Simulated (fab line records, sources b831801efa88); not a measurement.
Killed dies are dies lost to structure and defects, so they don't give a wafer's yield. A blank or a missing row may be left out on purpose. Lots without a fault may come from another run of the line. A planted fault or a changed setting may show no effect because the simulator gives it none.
Which tool did it? | flow sky130 | 11 lots, 33 wafers sampled, at 4 steps of a route of 708

WHAT THE GAUGES READ, wafer by wafer
SKY_SONOS_TUNNEL_TW_MEAS_12. Usual: SONOS_TUNNEL_TW 197.8, standard deviation 2.1.
lot  | measured     | on            | SONOS_TUNNEL_TW   | flag
L890 | day 12 12:53 | film_metro-04 | 198.0 198.9 200.0 |
L893 | day 12 23:44 | film_metro-01 | 195.8 195.0 195.5 |
L894 | day 13 18:05 | film_metro-04 | 199.4 197.3 199.0 |
L895 | day 13 19:42 | film_metro-02 | 198.4 199.4 197.9 |
L902 | day 15 22:15 | film_metro-01 | 193.8 194.4 192.7 |
L904 | day 17 04:11 | film_metro-02 | 198.4 198.7 199.3 |
L906 | day 17 16:58 | film_metro-02 | 198.5 199.1 199.1 |
L908 | day 18 02:17 | film_metro-02 | 199.8 198.9 198.7 |
L909 | day 18 07:52 | film_metro-04 | 198.7 197.5 199.0 |
L910 | day 18 20:02 | film_metro-02 | 197.4 199.3 198.8 |
L911 | day 19 08:49 | film_metro-02 | 198.1 199.3 199.8 |

SKY_LDD_N_OVL_MEAS_07. Usual: LDD_N_OVL 1.1 nm, standard deviation 1.4.
lot  | measured     | on         | LDD_N_OVL (nm) | flag
L890 | day 19 01:48 | overlay-02 | 0.7 0.8 -1.0   |
L893 | day 19 13:39 | overlay-02 | 1.3 0.4 -0.8   |
L894 | day 20 13:19 | overlay-02 | 2.1 2.0 2.9    |
L895 | day 20 16:08 | overlay-02 | 0.5 3.0 -0.3   |
L902 | day 23 13:18 | overlay-02 | 0.6 1.1 0.3    |
L904 | day 24 00:49 | overlay-01 | 1.5 3.7 2.3    |
L906 | day 24 15:20 | overlay-01 | -1.5 0.4 -1.2  |
L908 | day 26 01:49 | overlay-01 | 2.4 1.6 1.4    |
L909 | day 26 01:47 | overlay-01 | 2.5 2.3 1.5    |
L910 | day 26 00:48 | overlay-01 | 3.0 2.1 3.5    |
L911 | day 26 08:01 | overlay-01 | 3.4 3.1 2.7    |

SKY_SPACER_THK_MEAS_01. Usual: SPACER_CVD_00_THK 43.4 nm, standard deviation 0.38.
lot  | measured     | on            | SPACER_CVD_00_THK (nm) | flag
L890 | day 24 06:16 | film_metro-03 | 43.6 43.6 43.4         |
L893 | day 24 20:28 | film_metro-04 | 42.6 43.0 42.8         |
L894 | day 25 17:32 | film_metro-01 | 50.1 49.8 49.9         | OFF
L895 | day 25 20:51 | film_metro-03 | 49.7 49.8 49.6         | OFF
L902 | day 28 16:04 | film_metro-04 | 43.3 43.5 43.3         |
L904 | day 29 03:27 | film_metro-01 | 43.3 43.3 43.5         |
L906 | day 29 21:20 | film_metro-04 | 43.5 43.3 43.2         |
L908 | day 31 02:49 | film_metro-04 | 43.4 43.0 43.7         |
L909 | day 31 01:37 | film_metro-03 | 43.1 43.6 43.2         |
L910 | day 31 00:24 | film_metro-03 | 43.3 43.4 43.1         |
L911 | day 31 06:28 | film_metro-03 | 42.6 42.7 42.4         |

WHICH TOOL RAN EACH LOT (tool, then ch and the chambers of the sampled wafers, then the start)
lot  | SKY_SPACER_CVD_00
L890 | lpcvd-02 ch 0, day 24 04:28
L893 | lpcvd-02 ch 1, day 24 18:40
L894 | lpcvd-02 ch 1, day 25 15:44
L895 | lpcvd-02 ch 1, day 25 19:38
L902 | lpcvd-02 ch 1, day 28 14:52
L904 | lpcvd-02 ch 1, day 29 02:14
L906 | lpcvd-02 ch 1, day 29 20:08
L908 | lpcvd-02 ch 0, day 31 01:37
L909 | lpcvd-02 ch 1, day 31 00:24
L910 | lpcvd-02 ch 1, day 30 23:12
L911 | lpcvd-02 ch 1, day 31 05:13
- SKY_SPACER_CVD_00: deposits Si3N4 from DCS/NH3, target thk 43.1 nm, time 740 s.

WHAT THE TOOLS THEMSELVES READ (means of the sampled wafers that have a number; where no wafer has one, the mark that the record gives instead)
SKY_SPACER_CVD_00. Usual: zone_power_upper_pct 13.4 %, standard deviation 0.55.
lot  | tool     | zone_power_upper_pct (%) | flag
L890 | lpcvd-02 | 12.8                     |
L893 | lpcvd-02 | 13.9                     |
L894 | lpcvd-02 | 13.9                     |
L895 | lpcvd-02 | 13.8                     |
L902 | lpcvd-02 | 13.8                     |
L904 | lpcvd-02 | 13.9                     |
L906 | lpcvd-02 | 13.7                     |
L908 | lpcvd-02 | 12.9                     |
L909 | lpcvd-02 | 13.7                     |
L910 | lpcvd-02 | 13.8                     |
L911 | lpcvd-02 | 14.0                     |

THE ANSWER, worked out from the rows above alone
Rule: a lot is off if the mean of its wafers that have a number lies more than 3 standard deviations from the usual mean. A lot without any number at a reading at which 4 lots or more have one is off too. The other lots that the step has rows for count as sound. The gauges are gone through in route order, then the tools' own readings, and for those a lot's mean is taken as printed above. The first step at which some lot is off is used, and at that step the reading that is off furthest; a lot without a number counts as furthest.
Off: L894, L895, at SKY_SPACER_THK_MEAS_01 (SPACER_CVD_00_THK).
A tool fits if, at a process step before that reading, it ran every lot that is off, and no sound lot after the first of them. The gauges at SKY_SPACER_THK_MEAS_01 are tried like those tools. None of those tried fits.

WHAT THE SIMULATOR HAD PUT IN
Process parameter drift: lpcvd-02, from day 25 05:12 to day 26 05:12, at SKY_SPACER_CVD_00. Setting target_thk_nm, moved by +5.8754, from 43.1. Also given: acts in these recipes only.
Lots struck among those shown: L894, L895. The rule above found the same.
